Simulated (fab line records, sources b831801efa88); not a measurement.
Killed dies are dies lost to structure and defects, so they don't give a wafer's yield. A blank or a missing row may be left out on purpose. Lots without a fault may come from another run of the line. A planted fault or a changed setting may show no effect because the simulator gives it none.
Chamber matching | flow sky130 | SKY_FIELD_ISO_ETCH_17 on rie_si-02: 4 sister chambers
The step etches Si in HBr/Cl2/O2, target depth 342 nm, time 97.7 s. 16 wafers are shown with their chamber, then 7 later ones without.

WAFERS WITH THEIR CHAMBER
wafer  | chamber | drypump_motor_current_A (A) | oes_product_au (a.u.) | chamber_pressure_mTorr (mTorr)
L246.1 | 3       | 5.0                         | 1.009                 | 14.998
L246.3 | 2       | 4.9                         | 0.981                 | 14.990
L246.5 | 3       | 5.0                         | 1.004                 | 14.982
L247.2 | 1       | 6.1                         | 1.007                 | 15.007
L247.5 | 0       | 6.3                         | 0.995                 | 14.990
L247.6 | 3       | 5.0                         | 1.015                 | 14.986
L249.2 | 1       | 6.1                         | 0.995                 | 15.016
L249.3 | 2       | 5.0                         | 1.004                 | 15.002
L249.6 | 2       | 5.0                         | 1.001                 | 15.013
L250.3 | 0       | 6.3                         | 0.983                 | 14.989
L250.5 | 0       | 6.3                         | 0.987                 | 15.017
L250.6 | 3       | 5.0                         | 1.010                 | 15.009
L253.1 | 0       | 6.3                         | 0.990                 | 14.995
L253.3 | 2       | 4.9                         | 0.995                 | 14.998
L253.6 | 0       | 6.3                         | 0.985                 | 14.996
L256.4 | 2       | 4.9                         | 1.007                 | 14.993

SIGNATURES (means of the wafers above)
reading                 | chamber 0 | chamber 1 | chamber 2 | chamber 3 | scatter within a chamber
drypump_motor_current_A | 6.300     | 6.100     | 4.940     | 5.000     | 0.0316
oes_product_au          | 0.98800   | 1.00100   | 0.99760   | 1.00950   | 0.00733
chamber_pressure_mTorr  | 14.99740  | 15.01150  | 14.99920  | 14.99375  | 0.0105
Rule: a wafer's distance from a chamber is the root of the sum, over the readings, of the square of ((its reading less the chamber's mean) divided by the reading's scatter). The wafer belongs to the nearest chamber; if the next one is less than 2 further off, it can't be placed. The scatter: the root of (the sum of the squares of (reading less its chamber's mean) over the shown wafers, divided by (wafers less chambers)).

WAFERS WITHOUT THEIR CHAMBER
wafer  | drypump_motor_current_A (A) | oes_product_au (a.u.) | chamber_pressure_mTorr (mTorr)
L256.5 | 6.1                         | 1.002                 | 15.010
L256.6 | 4.9                         | 1.002                 | 15.000
L257.1 | 6.1                         | 0.996                 | 15.003
L257.3 | 5.0                         | 1.008                 | 15.019
L257.6 | 6.1                         | 0.999                 | 15.010
L259.1 | 4.9                         | 0.999                 | 15.010
L259.6 | 5.0                         | 0.992                 | 14.989

WHICH CHAMBER EACH WENT THROUGH
wafer  | from the rows above     | in truth
L256.5 | 1                       | 1
L256.6 | can't be placed: 2 or 3 | 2
L257.1 | 1                       | 1
L257.3 | can't be placed: 3 or 2 | 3
L257.6 | 1                       | 1
L259.1 | 2                       | 2
L259.6 | can't be placed: 2 or 3 | 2
Placed correctly: 4 of 7. Can't be placed from these rows: 3 (the true chamber is among the candidates in 3). Placed wrongly: 0.
